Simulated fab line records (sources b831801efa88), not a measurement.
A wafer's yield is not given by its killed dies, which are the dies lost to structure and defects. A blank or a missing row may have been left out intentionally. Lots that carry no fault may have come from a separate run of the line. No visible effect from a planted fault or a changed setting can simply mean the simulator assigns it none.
fab line records	flow gf180mcu
record lots=24	wafers=72	last_day=34
route steps=602 shown V2@406 V3@454 M4@456 V4@491 PASSIVATION@588
lots that met no fault: taken from a fault-free run of the same line
start_h: hours from the record's opening day to when the first of the lot's shown wafers began	wait_h: hours since the lot's step before	" the same as in the row above	L1.1+2: one row covering several wafers at once	- value missing, or start not given	* or withheld: withheld	< > ~ a bound
route shown NAME@n: NAME is a module with steps in the file, n the number in the route of the first one	usual: the fault-free wafers' mean and standard deviation	same: alike in all rows	chamber/n: place in a boat	sites: readings site by site	_std_site: their standard deviation	_edge_site: inner sites' mean taken away from outer sites' mean	radius_mm: for every site, how far away it sits from the centre of the wafer	mask NAME#n: copy n	behind: the tool/chamber that last shaped the wafer	hold: reason for holding the lot/hours on hold/outcome of the hold	device: whichever transistor did not switch (one of n, p or np)	end of line: the tests these same wafers got at the end of their route	a step with no rows: only its recipe	killed: dies that structure and defects cost at the first sort, which is not the same as the wafer's yield	map: dies across one wafer; x = killed, . = not, _ = none there
set.NAME: the setting the step ran with; set.NAME@STEP: the setting that earlier step ran with	model.NAME: the simulator's own value behind a step, which no gauge read
steps of the route over a sample of lots; a table a step, a row a wafer
services: from which hour (start_h, from the record's first day; less than 0 if before it) a tool's chamber was out of use, for how many hours, and why
## steps
# step GF_V2_RS_MEAS_24
# recipe thk_meas_gauge=four-point-probe	reads=W_of_V2_CVD_23+TiN_of_V2_SPUTTER_22+Ti_of_V2_SPUTTER_21
# usual V2_W_RS=0.327/0.0037
lot.wafer	tool	chamber	start_h	wait_h	V2_W_RS[ohm/sq]
L074.2	film_metro-03	-	456.58	0.1	0.329
L074.4	"	-	"	"	0.327
L074.6	"	-	"	"	0.325
L075.2	film_metro-01	-	469.51	0.1	0.323
L075.4	"	-	"	"	0.321
L075.5	"	-	"	"	0.320
L076.1	film_metro-02	-	471.01	0.1	0.326
L076.2	"	-	"	"	0.329
L076.3	"	-	"	"	0.325
L077.1	film_metro-01	-	490.11	0.1	0.330
L077.3	"	-	"	"	0.332
L077.5	"	-	"	"	0.328
L078.2	film_metro-01	-	496.35	0.1	0.326
L078.5	"	-	"	"	0.334
L078.6	"	-	"	"	0.328
L081.1	film_metro-01	-	523.63	0.1	0.332
L081.2	"	-	"	"	0.328
L081.6	"	-	"	"	0.331
L079.4	film_metro-03	-	525.83	0.1	0.334
L079.5	"	-	"	"	0.326
L079.6	"	-	"	"	0.331
L080.3	film_metro-02	-	526.14	0.1	0.321
L080.5	"	-	"	"	0.324
L080.6	"	-	"	"	0.321
L082.1	film_metro-02	-	535.03	0.1	0.327
L082.3	"	-	"	"	0.326
L082.5	"	-	"	"	0.332
L083.2	film_metro-03	-	548.92	0.1	0.323
L083.3	"	-	"	"	0.330
L083.5	"	-	"	"	0.332
L084.1	film_metro-02	-	550.75	0.1	0.318
L084.2	"	-	"	"	0.319
L084.5	"	-	"	"	0.324
L085.2	film_metro-01	-	561.88	0.1	0.326
L085.3	"	-	"	"	0.326
L085.4	"	-	"	"	0.330
L086.2	film_metro-03	-	566.91	0.1	0.325
L086.3	"	-	"	"	0.328
L086.5	"	-	"	"	0.332
L087.2	film_metro-03	-	588.71	0.3	0.324
L087.3	"	-	"	"	0.325
L087.5	"	-	"	"	0.327
L088.1	film_metro-03	-	591.70	0.1	0.321
L088.3	"	-	"	"	0.325
L088.6	"	-	"	"	0.320
L089.1	film_metro-01	-	603.25	0.1	0.328
L089.3	"	-	"	"	0.333
L089.6	"	-	"	"	0.335
L091.1	film_metro-03	-	614.77	0.1	0.330
L091.2	"	-	"	"	0.326
L091.4	"	-	"	"	0.327
L090.2	film_metro-02	-	616.20	0.1	0.330
L090.3	"	-	"	"	0.326
L090.6	"	-	"	"	0.332
L092.3	film_metro-03	-	619.29	0.1	0.330
L092.5	"	-	"	"	0.330
L092.6	"	-	"	"	0.326
L093.2	film_metro-01	-	633.88	0.1	0.328
L093.3	"	-	"	"	0.331
L093.4	"	-	"	"	0.330
L094.3	film_metro-01	-	634.08	0.1	0.328
L094.5	"	-	"	"	0.325
L094.6	"	-	"	"	0.323
L095.1	film_metro-02	-	642.59	0.1	0.324
L095.2	"	-	"	"	0.329
L095.3	"	-	"	"	0.329
L096.1	film_metro-01	-	644.33	0.1	0.326
L096.2	"	-	"	"	0.329
L096.3	"	-	"	"	0.328
L097.1	film_metro-03	-	656.63	0.1	0.326
L097.5	"	-	"	"	0.328
L097.6	"	-	"	"	0.327
# step GF_V3_THK_MEAS_25
# recipe thk_meas_gauge=xrf	reads=W_of_V3_CVD_23
# usual V3_W_THK=365/4.4
lot.wafer	tool	chamber	start_h	wait_h	V3_W_THK[nm]
L074.2	film_metro-01	-	507.82	0.1	369
L074.4	"	-	"	"	369
L074.6	"	-	"	"	373
L075.2	film_metro-01	-	520.31	0.1	372
L075.4	"	-	"	"	368
L075.5	"	-	"	"	368
L076.1	film_metro-03	-	522.50	0.1	358
L076.2	"	-	"	"	360
L076.3	"	-	"	"	361
L077.1	film_metro-03	-	540.09	0.1	367
L077.3	"	-	"	"	369
L077.5	"	-	"	"	370
L078.2	film_metro-03	-	546.25	0.1	368
L078.5	"	-	"	"	367
L078.6	"	-	"	"	367
L081.1	film_metro-04	-	571.83	0.1	360
L081.2	"	-	"	"	362
L081.6	"	-	"	"	365
L079.4	film_metro-04	-	573.02	0.1	356
L079.5	"	-	"	"	359
L079.6	"	-	"	"	355
L080.3	film_metro-01	-	573.43	0.1	365
L080.5	"	-	"	"	363
L080.6	"	-	"	"	375
L082.1	film_metro-04	-	582.86	0.1	364
L082.3	"	-	"	"	363
L082.5	"	-	"	"	367
L083.2	film_metro-01	-	595.54	0.1	366
L083.3	"	-	"	"	361
L083.5	"	-	"	"	366
L084.1	film_metro-04	-	596.15	0.1	365
L084.2	"	-	"	"	369
L084.5	"	-	"	"	363
L085.2	film_metro-03	-	610.67	0.1	366
L085.3	"	-	"	"	370
L085.4	"	-	"	"	362
L086.2	film_metro-04	-	613.16	0.1	366
L086.3	"	-	"	"	362
L086.5	"	-	"	"	363
L087.2	film_metro-03	-	633.90	0.1	358
L087.3	"	-	"	"	365
L087.5	"	-	"	"	361
L088.1	film_metro-01	-	636.98	0.1	362
L088.3	"	-	"	"	366
L088.6	"	-	"	"	366
L089.1	film_metro-04	-	647.04	0.1	363
L089.3	"	-	"	"	363
L089.6	"	-	"	"	361
L091.1	film_metro-03	-	659.46	0.1	364
L091.2	"	-	"	"	370
L091.4	"	-	"	"	363
L090.2	film_metro-01	-	660.57	0.1	362
L090.3	"	-	"	"	364
L090.6	"	-	"	"	365
L092.3	film_metro-04	-	662.33	0.1	356
L092.5	"	-	"	"	355
L092.6	"	-	"	"	360
L093.2	film_metro-04	-	676.54	0.1	367
L093.3	"	-	"	"	376
L093.4	"	-	"	"	365
L094.3	film_metro-04	-	677.47	0.1	370
L094.5	"	-	"	"	364
L094.6	"	-	"	"	371
L095.1	film_metro-01	-	684.73	0.1	371
L095.2	"	-	"	"	366
L095.3	"	-	"	"	371
L096.1	film_metro-03	-	685.55	0.1	368
L096.2	"	-	"	"	366
L096.3	"	-	"	"	368
L097.1	film_metro-01	-	697.99	0.1	370
L097.5	"	-	"	"	372
L097.6	"	-	"	"	366
# step GF_M4_SPUTTER_00
# recipe material=Ti	target_thk_nm=37.5	arriving_ion_energy_ev=80	substrate_temp_c=200	chamber_pressure_pa=2	power_w=4000	time_s=150
# usual throttle_valve_pct=30.1/1.1
lot.wafer	tool	chamber	start_h	wait_h	throttle_valve_pct
L074.2	pvd_sputter-01	-	508.17	0.2	31.7
L074.4	"	-	"	"	29.7
L074.6	"	-	"	"	31.8
L075.2	pvd_sputter-04	-	520.66	0.1	28.1
L075.4	"	-	"	"	28.8
L075.5	"	-	"	"	28.2
L076.1	pvd_sputter-04	-	522.86	0.2	28.2
L076.2	"	-	"	"	31.3
L076.3	"	-	"	"	28.9
L077.1	pvd_sputter-02	-	540.45	0.1	29.9
L077.3	"	-	"	"	29.6
L077.5	"	-	"	"	31.3
L078.2	pvd_sputter-04	-	546.60	0.1	28.6
L078.5	"	-	"	"	31.0
L078.6	"	-	"	"	28.4
L081.1	pvd_sputter-01	-	572.19	0.2	29.7
L081.2	"	-	"	"	31.8
L081.6	"	-	"	"	31.7
L079.4	pvd_sputter-04	-	573.58	0.2	29.2
L079.5	"	-	"	"	29.2
L079.6	"	-	"	"	28.7
L080.3	pvd_sputter-01	-	574.18	0.2	31.9
L080.5	"	-	"	"	31.3
L080.6	"	-	"	"	32.1
L082.1	pvd_sputter-01	-	583.22	0.1	29.3
L082.3	"	-	"	"	31.5
L082.5	"	-	"	"	31.8
L083.2	pvd_sputter-02	-	595.89	0.2	30.3
L083.3	"	-	"	"	31.5
L083.5	"	-	"	"	31.5
L084.1	pvd_sputter-01	-	596.51	0.1	29.2
L084.2	"	-	"	"	31.8
L084.5	"	-	"	"	29.1
L085.2	pvd_sputter-02	-	611.02	0.2	29.4
L085.3	"	-	"	"	31.4
L085.4	"	-	"	"	29.4
L086.2	pvd_sputter-02	-	613.51	0.2	31.3
L086.3	"	-	"	"	29.5
L086.5	"	-	"	"	29.4
L087.2	pvd_sputter-02	-	634.79	0.2	29.8
L087.3	"	-	"	"	29.7
L087.5	"	-	"	"	30.5
L088.1	pvd_sputter-01	-	638.09	0.2	29.5
L088.3	"	-	"	"	31.5
L088.6	"	-	"	"	31.2
L089.1	pvd_sputter-02	-	647.40	0.2	31.4
L089.3	"	-	"	"	29.5
L089.6	"	-	"	"	29.7
L091.1	pvd_sputter-02	-	659.82	0.2	30.4
L091.2	"	-	"	"	29.7
L091.4	"	-	"	"	31.3
L090.2	pvd_sputter-01	-	660.95	0.2	31.5
L090.3	"	-	"	"	29.7
L090.6	"	-	"	"	32.0
L092.3	pvd_sputter-04	-	662.67	0.2	28.1
L092.5	"	-	"	"	28.1
L092.6	"	-	"	"	30.9
L093.2	pvd_sputter-02	-	676.89	0.2	29.6
L093.3	"	-	"	"	29.5
L093.4	"	-	"	"	31.4
L094.3	pvd_sputter-04	-	678.02	0.2	28.2
L094.5	"	-	"	"	28.1
L094.6	"	-	"	"	29.2
L095.1	pvd_sputter-02	-	685.09	0.2	29.6
L095.2	"	-	"	"	30.7
L095.3	"	-	"	"	31.2
L096.1	pvd_sputter-04	-	685.91	0.2	31.2
L096.2	"	-	"	"	29.5
L096.3	"	-	"	"	28.7
L097.1	pvd_sputter-02	-	698.35	0.2	29.4
L097.5	"	-	"	"	31.4
L097.6	"	-	"	"	29.9
# step GF_M4_SPUTTER_04
# recipe material=TiN	target_thk_nm=50	power_w=6500	time_s=41.7	chamber_pressure_pa=0.4
# usual throttle_valve_pct=30.1/1.2
lot.wafer	tool	chamber	start_h	wait_h	throttle_valve_pct
L074.2	pvd_sputter-01	-	508.35	0.0	32.0
L074.4	"	-	"	"	29.7
L074.6	"	-	"	"	31.5
L075.2	pvd_sputter-04	-	520.84	0.0	28.0
L075.4	"	-	"	"	28.8
L075.5	"	-	"	"	28.0
L076.1	pvd_sputter-04	-	523.04	0.0	27.9
L076.2	"	-	"	"	31.1
L076.3	"	-	"	"	28.8
L077.1	pvd_sputter-02	-	540.63	0.0	29.6
L077.3	"	-	"	"	29.4
L077.5	"	-	"	"	31.8
L078.2	pvd_sputter-04	-	546.78	0.0	28.9
L078.5	"	-	"	"	31.1
L078.6	"	-	"	"	28.1
L081.1	pvd_sputter-01	-	572.37	0.0	29.8
L081.2	"	-	"	"	32.1
L081.6	"	-	"	"	31.9
L079.4	pvd_sputter-04	-	573.77	0.0	29.2
L079.5	"	-	"	"	29.0
L079.6	"	-	"	"	28.6
L080.3	pvd_sputter-01	-	574.37	0.0	31.7
L080.5	"	-	"	"	31.2
L080.6	"	-	"	"	31.8
L082.1	pvd_sputter-01	-	583.40	0.0	29.3
L082.3	"	-	"	"	31.4
L082.5	"	-	"	"	31.7
L083.2	pvd_sputter-02	-	596.07	0.0	30.8
L083.3	"	-	"	"	31.4
L083.5	"	-	"	"	31.4
L084.1	pvd_sputter-01	-	596.69	0.0	29.3
L084.2	"	-	"	"	31.9
L084.5	"	-	"	"	29.3
L085.2	pvd_sputter-02	-	611.20	0.0	30.0
L085.3	"	-	"	"	31.6
L085.4	"	-	"	"	29.8
L086.2	pvd_sputter-02	-	613.69	0.0	31.4
L086.3	"	-	"	"	29.6
L086.5	"	-	"	"	29.4
L087.2	pvd_sputter-02	-	634.97	0.0	29.7
L087.3	"	-	"	"	29.8
L087.5	"	-	"	"	30.3
L088.1	pvd_sputter-01	-	638.27	0.0	29.5
L088.3	"	-	"	"	31.5
L088.6	"	-	"	"	31.5
L089.1	pvd_sputter-02	-	647.58	0.0	31.3
L089.3	"	-	"	"	29.7
L089.6	"	-	"	"	29.7
L091.1	pvd_sputter-02	-	660.00	0.0	30.4
L091.2	"	-	"	"	29.7
L091.4	"	-	"	"	31.5
L090.2	pvd_sputter-01	-	661.13	0.0	31.7
L090.3	"	-	"	"	29.6
L090.6	"	-	"	"	32.1
L092.3	pvd_sputter-04	-	662.85	0.0	28.0
L092.5	"	-	"	"	27.9
L092.6	"	-	"	"	31.1
L093.2	pvd_sputter-02	-	677.07	0.0	29.4
L093.3	"	-	"	"	30.0
L093.4	"	-	"	"	31.4
L094.3	pvd_sputter-04	-	678.20	0.0	28.0
L094.5	"	-	"	"	28.3
L094.6	"	-	"	"	29.3
L095.1	pvd_sputter-02	-	685.27	0.0	29.6
L095.2	"	-	"	"	30.5
L095.3	"	-	"	"	31.4
L096.1	pvd_sputter-04	-	686.09	0.0	31.0
L096.2	"	-	"	"	29.3
L096.3	"	-	"	"	28.9
L097.1	pvd_sputter-02	-	698.54	0.0	29.4
L097.5	"	-	"	"	31.6
L097.6	"	-	"	"	29.6
# step GF_V4_OVL_MEAS_15
# usual V4_OVL=-1/5.2
lot.wafer	tool	chamber	start_h	wait_h	V4_OVL[nm]
L074.2	overlay-02	-	555.12	0.1	1
L074.4	"	-	"	"	-4
L074.6	"	-	"	"	3
L075.2	overlay-01	-	568.07	0.1	-7
L075.4	"	-	"	"	-6
L075.5	"	-	"	"	-5
L076.1	overlay-01	-	569.37	0.1	0
L076.2	"	-	"	"	1
L076.3	"	-	"	"	3
L077.1	overlay-01	-	587.92	0.5	10
L077.3	"	-	"	"	11
L077.5	"	-	"	"	12
L078.2	overlay-01	-	592.20	0.1	-7
L078.5	"	-	"	"	-6
L078.6	"	-	"	"	-7
L081.1	overlay-01	-	615.96	0.1	-6
L081.2	"	-	"	"	-6
L081.6	"	-	"	"	-1
L079.4	overlay-01	-	616.98	0.1	-4
L079.5	"	-	"	"	-5
L079.6	"	-	"	"	-1
L080.3	overlay-01	-	617.20	0.1	1
L080.5	"	-	"	"	-2
L080.6	"	-	"	"	3
L082.1	overlay-01	-	626.26	0.1	1
L082.3	"	-	"	"	-8
L082.5	"	-	"	"	-2
L083.2	overlay-01	-	640.47	0.1	-1
L083.3	"	-	"	"	7
L083.5	"	-	"	"	4
L084.1	overlay-01	-	640.81	0.1	0
L084.2	"	-	"	"	-3
L084.5	"	-	"	"	1
L085.2	overlay-01	-	652.67	0.1	-1
L085.3	"	-	"	"	-3
L085.4	"	-	"	"	-1
L086.2	overlay-01	-	656.72	0.1	4
L086.3	"	-	"	"	-4
L086.5	"	-	"	"	6
L087.2	overlay-01	-	675.34	0.1	5
L087.3	"	-	"	"	7
L087.5	"	-	"	"	4
L088.1	overlay-01	-	678.54	0.1	-6
L088.3	"	-	"	"	0
L088.6	"	-	"	"	-4
L089.1	overlay-01	-	687.11	0.1	-6
L089.3	"	-	"	"	-3
L089.6	"	-	"	"	3
L091.1	overlay-01	-	699.27	0.1	-3
L091.2	"	-	"	"	-9
L091.4	"	-	"	"	-2
L090.2	overlay-01	-	700.42	0.1	-2
L090.3	"	-	"	"	2
L090.6	"	-	"	"	3
L092.3	overlay-01	-	702.22	0.1	-7
L092.5	"	-	"	"	-2
L092.6	"	-	"	"	-3
L093.2	overlay-01	-	715.74	0.1	-11
L093.3	"	-	"	"	-5
L093.4	"	-	"	"	-16
L094.3	overlay-01	-	716.88	0.1	-4
L094.5	"	-	"	"	-9
L094.6	"	-	"	"	-5
L095.1	overlay-01	-	723.76	0.1	2
L095.2	"	-	"	"	-4
L095.3	"	-	"	"	-2
L096.1	overlay-01	-	726.19	0.1	-7
L096.2	"	-	"	"	-2
L096.3	"	-	"	"	0
L097.1	overlay-01	-	735.91	0.1	6
L097.5	"	-	"	"	5
L097.6	"	-	"	"	0
# step GF_PASSIVATION_THK_MEAS_01
# recipe reads=SiO2_of_PASSIVATION_CVD_00
# usual PASSIVATION_CVD_00_THK=1002/14
lot.wafer	tool	chamber	start_h	wait_h	PASSIVATION_CVD_00_THK[nm]
L074.2	film_metro-02	-	644.26	0.0	988
L074.4	"	-	"	"	1003
L074.6	"	-	"	"	1006
L075.2	film_metro-01	-	658.95	0.0	990
L075.4	"	-	"	"	1015
L075.5	"	-	"	"	1001
L076.1	film_metro-01	-	659.93	0.0	999
L076.2	"	-	"	"	1001
L076.3	"	-	"	"	1026
L077.1	film_metro-02	-	675.68	0.0	1003
L077.3	"	-	"	"	1006
L077.5	"	-	"	"	1032
L078.2	film_metro-03	-	680.31	0.0	968
L078.5	"	-	"	"	980
L078.6	"	-	"	"	995
L081.1	film_metro-03	-	700.54	0.0	1008
L081.2	"	-	"	"	1008
L081.6	"	-	"	"	1020
L079.4	film_metro-01	-	701.92	0.0	1027
L079.5	"	-	"	"	1024
L079.6	"	-	"	"	1015
L080.3	film_metro-01	-	702.70	0.1	977
L080.5	"	-	"	"	1000
L080.6	"	-	"	"	1008
L082.1	film_metro-02	-	708.64	0.0	987
L082.3	"	-	"	"	1003
L082.5	"	-	"	"	1002
L083.2	film_metro-01	-	721.97	0.0	981
L083.3	"	-	"	"	991
L083.5	"	-	"	"	1001
L084.1	film_metro-03	-	723.18	0.0	994
L084.2	"	-	"	"	975
L084.5	"	-	"	"	1001
L085.2	film_metro-01	-	733.22	0.0	968
L085.3	"	-	"	"	977
L085.4	"	-	"	"	997
L086.2	film_metro-02	-	736.61	0.0	993
L086.3	"	-	"	"	987
L086.5	"	-	"	"	1010
L087.2	film_metro-03	-	752.40	0.0	988
L087.3	"	-	"	"	985
L087.5	"	-	"	"	1009
L088.1	film_metro-02	-	755.56	0.0	1004
L088.3	"	-	"	"	1001
L088.6	"	-	"	"	1008
L089.1	film_metro-02	-	764.38	0.0	999
L089.3	"	-	"	"	1005
L089.6	"	-	"	"	1011
L091.1	film_metro-02	-	774.47	0.0	1003
L091.2	"	-	"	"	987
L091.4	"	-	"	"	1020
L090.2	film_metro-03	-	776.13	0.0	1001
L090.3	"	-	"	"	1010
L090.6	"	-	"	"	1026
L092.3	film_metro-03	-	776.60	0.1	999
L092.5	"	-	"	"	1008
L092.6	"	-	"	"	1020
L093.2	film_metro-01	-	789.19	0.0	987
L093.3	"	-	"	"	989
L093.4	"	-	"	"	1010
L094.3	film_metro-03	-	790.15	0.1	985
L094.5	"	-	"	"	1007
L094.6	"	-	"	"	1021
L095.1	film_metro-01	-	796.48	0.0	994
L095.2	"	-	"	"	995
L095.3	"	-	"	"	991
L096.1	film_metro-02	-	797.06	0.0	992
L096.2	"	-	"	"	986
L096.3	"	-	"	"	995
L097.1	film_metro-02	-	805.98	0.0	1007
L097.5	"	-	"	"	1014
L097.6	"	-	"	"	1024
## services
tool	chamber	start_h	hours	kind
pvd_sputter-04	2	509.37	-	consumable_replace:kit
pvd_sputter-04	2	509.37	18.0	scheduled_down
pvd_sputter-04	2	509.37	18.0	vent_cycle
pvd_sputter-02	1	534.51	-	consumable_replace:kit
pvd_sputter-02	1	534.51	18.0	scheduled_down
pvd_sputter-02	1	534.51	18.0	vent_cycle
pvd_sputter-01	3	589.29	-	consumable_replace:kit
pvd_sputter-01	3	589.29	18.0	scheduled_down
pvd_sputter-01	3	589.29	18.0	vent_cycle
pvd_sputter-04	-	598.78	2.6	repair
pvd_sputter-02	-	607.80	0.9	repair
pvd_sputter-04	-	646.00	2.5	repair
pvd_sputter-02	0	658.54	-	consumable_replace:kit
pvd_sputter-02	0	658.54	18.0	scheduled_down
pvd_sputter-02	0	658.54	18.0	vent_cycle
pvd_sputter-01	-	685.69	6.2	repair
## key
fault none
